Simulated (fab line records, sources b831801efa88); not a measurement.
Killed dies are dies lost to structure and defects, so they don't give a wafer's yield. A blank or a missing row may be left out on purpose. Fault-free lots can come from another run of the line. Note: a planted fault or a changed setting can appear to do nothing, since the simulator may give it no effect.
Problem report in the 8D (eight disciplines) form, filled by code | flow sky130 | the parts of the form that need people (team, actions taken, sign-off) are left out

## 1. WHAT WENT WRONG
CAP2M_TIN_RS at SKY_CAP2M_RS_MEAS_03 reads a mean of 8.06 ohm/sq on 6 wafers of 2 lots; wafers without a fault read 6.87 ohm/sq with a standard deviation of 0.073. Relative to the usual mean, that is a shift of +16 standard deviations.
The step: measures by four-point-probe.
First observed at day 44 02:46: wafer L309.2, on filmMetro-01. At this step, 27 wafers from 9 lots have a number in the record. By rule, "out" or "out of limits" means more than 4 standard deviations away from the usual mean. Any other wafer with a number is counted as sound.

## 2. WHAT IT IS, AND WHAT IT ISN'T
question                    | is                         | is not
which readings at this step | CAP2M_TIN_RS               | -
which lots                  | L309, L310                 | L294, L301, L306, L307, L308, L311, L317
which wafers of those lots  | all that have a number     | -
read on which gauges        | filmMetro-01, filmMetro-04 | filmMetro-03
when                        | from day 44 02:46          | up to then (15 sound wafers); but 6 sound wafers of L311, L317 came after

## 3. SUSPECTS, AND WHAT RULES EACH OUT
Counting: a tool stays on the suspect list if, at a process step up to the reading, it processed all lots that are out and no sound lot following the first of them.
- the gauge at SKY_CAP2M_RS_MEAS_03 is ruled out. 2 gauges (filmMetro-01, filmMetro-04) read the wafers that are out.
- pvdSputter-02 at SKY_METAL1_SPUTTER_00 (material Ti, target thk 15 nm, time 10 s): kept. It processed each lot that is out, first L309 at day 36 13:52, and no sound lot thereafter; up to then, the last sound lot it processed was L307 at day 36 00:35.
- pvdSputter-01 at SKY_VIA2_SPUTTER_20 (material TiN, target thk 20 nm, time 80 s): ruled out as a lasting fault. The sound lots L317 went through it after L309, its earliest lot that is out (day 41 00:32).
- pvdSputter-02 at SKY_CAP2M_SPUTTER_02 (material TiN, target thk 200 nm, time 166.7 s): kept. It processed each lot that is out, first L309 at day 44 02:38, and no sound lot thereafter; up to then, the last sound lot it processed was L306 at day 43 08:41. On those wafers its own readings are out: cathodeDcPowerW.
Remaining after the count are pvdSputter-02 at SKY_METAL1_SPUTTER_00 and pvdSputter-02 at SKY_CAP2M_SPUTTER_02.

## 4. THE CAUSE (what the simulator had put in)
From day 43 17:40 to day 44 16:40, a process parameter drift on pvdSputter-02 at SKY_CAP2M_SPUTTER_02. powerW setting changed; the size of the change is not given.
Counting left 2 suspects, and this tool is among them.

## 5. THE CHAIN OF EFFECTS, in route order
Each row: a reading whose mean over the struck wafers that have a number lies more than 3 standard deviations from the usual. Only readings for which the record gives a usual standard deviation are gone through. hours: the time from each lot's start at the first step in this table that gives one to its start at this step, as a median over the lots. sigmas: the change in usual standard deviations.
hours | step                    | reading          | usual       | on struck wafers | change  | sigmas
0     | SKY_CAP2M_SPUTTER_02    | cathodeDcPowerW  | 6500.1 W    | 5477.5           | -1022.6 | -99 or more
0     | SKY_CAP2M_RS_MEAS_03    | CAP2M_TIN_RS     | 6.87 ohm/sq | 8.06             | +1.19   | +16
3     | SKY_CAP2M_THK_MEAS_04   | CAP2M_TIN_THK    | 201.6 nm    | 173.0            | -28.6   | -12
22    | SKY_CAP2M_METAL_ETCH_13 | oesProductAu     | 0.945 a.u.  | 0.863            | -0.082  | -11
22    | SKY_CAP2M_METAL_ETCH_13 | throttleValvePct | 21.900 %    | 21.956           | +0.056  | +5.6
Here are the process steps it includes:
- SKY_CAP2M_SPUTTER_02: material TiN, target thk 200 nm, time 166.7 s.
- SKY_CAP2M_METAL_ETCH_13: etches TiN in Cl2/BCl3, stops on SiO2, target depth 220 nm, time 62.9 s.

## 6. HOW IT WOULD HAVE BEEN CAUGHT EARLIER
Counted from the fault's start at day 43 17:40, it took 9 hours until the first out-of-limits reading at a measuring or inspecting step in this record, taken at day 44 02:46.
Tool's own readings at SKY_CAP2M_SPUTTER_02, cathodeDcPowerW: out on all struck wafers the step has rows for; an alarm limit on them would have tripped on the first.
L310, from the lots that are out (2), started SKY_CAP2M_SPUTTER_02 on pvdSputter-02 later than day 44 02:46. Holding the tool at that time would have saved it.
